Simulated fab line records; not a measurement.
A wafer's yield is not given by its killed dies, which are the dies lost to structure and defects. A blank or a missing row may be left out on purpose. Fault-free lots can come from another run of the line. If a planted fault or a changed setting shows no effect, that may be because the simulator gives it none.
A single fault, viewed from 2 desks ; flow sky130 ; each desk has only its own numbers; what lay behind them comes last

THE METROLOGY DESK
Means of the sampled wafers that have a number, per lot and without regard to the tool the lot ran on: this is what the gauges read. The brackets show how far a lot's mean lies from the usual mean; more than 4 standard deviations puts the lot out of limits, marked OUT.
Columns: A = FIELD_ISO_OXIDATION_00_THK at SKY_FIELD_ISO_THK_MEAS_02, usual 11.96 nm; B = PWDE_OVL at SKY_PWDE_OVL_MEAS_07, usual -0.4 nm; C = NWELL_00_OVL at SKY_NWELL_OVL_MEAS_10, usual -0.3 nm; D = NWELL_2_TW at SKY_NWELL_TW_MEAS_26, usual 498; E = VT_ADJUST_HVTP_OVL at SKY_VT_ADJUST_HVTP_OVL_MEAS_08, usual -1.1 nm
lot;first seen here;A;B;C;D;E
L594;day 1 11:41;11.97;0.5;-0.1;494;-2.1
L595;day 1 18:54;12.14;-0.7;-1.8;504;0.5
L596;day 1 22:10;12.11;0.6;-1.3;492;-1.7
L597;day 2 03:22;12.02;0.3;-1.4;489;-0.9
L598;day 2 09:58;12.14;-0.8;0.4;503;0.3
L600;day 2 18:55;11.83;-1.3;-1.9;505;0.4
L601;day 2 23:15;11.88;2.5;2.6;492;-0.7
L605;day 3 22:00;12.01;-2.6;-0.3;498;-1.0
L606;day 4 02:05;12.20;-0.8;0.8;493;-1.8
L607;day 4 06:20;12.35;0.5;-;1844 (+99 or more) OUT;-2.4
L608;day 4 10:35;11.88;-0.1;-;1843 (+99 or more) OUT;-2.5
L609;day 4 14:38;11.83;0.2;-;1815 (+99 or more) OUT;-1.9
L613;day 5 11:25;11.80;1.4;2.0;493;-1.1
L614;day 5 16:57;12.08;-2.2;0.1;495;0.1
L615;day 5 20:38;11.50;-2.3;0.5;496;-1.1
This desk finds L607, L608, L609 out of limits, with the earliest case on L607 at day 8 20:16 (NWELL_2_TW at SKY_NWELL_TW_MEAS_26). L594, L595, L596, L597, L598, L600, L601, L605, L606, L613, L614, L615 stayed within limits.

THE TOOL OWNER'S DESK: litho track-01
The tool's own readings at SKY_NWELL_COAT_05 (resist thk 3000 nm): means of the sampled wafers that have a number, for each lot that ran on this tool. The brackets show how far a lot's mean lies from the usual mean; more than 4 standard deviations puts the lot out of limits, marked OUT.
Columns: A = chill plate temp C at SKY_NWELL_COAT_05, usual 22.98 C; B = dispense pressure kPa at SKY_NWELL_COAT_05, usual 48.0 kPa
lot;first seen here;A;B
L596;day 4 16:12;22.97;48.2
L597;day 4 22:56;22.89;48.2
L600;day 5 18:05;23.13;48.2
This desk's finding: nothing out of limits on any of the 3 lots.

BROUGHT TOGETHER
At day 8 20:16 the metrology desk could have sounded an alarm, on L607, L608, L609.
The tool owner's desk saw nothing out of limits.
The tool owner's desk has no number on record for L607, L608, L609.
SKY_NWELL_COAT_05 was run on litho track-01 by each of the lots named.

WHAT WAS PUT IN BY THE SIMULATOR
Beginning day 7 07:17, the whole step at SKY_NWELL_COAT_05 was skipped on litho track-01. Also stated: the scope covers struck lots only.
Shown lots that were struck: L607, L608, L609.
Per desk, hours elapsed from the start of the fault to the first reading out of limits: for the metrology desk, 37.
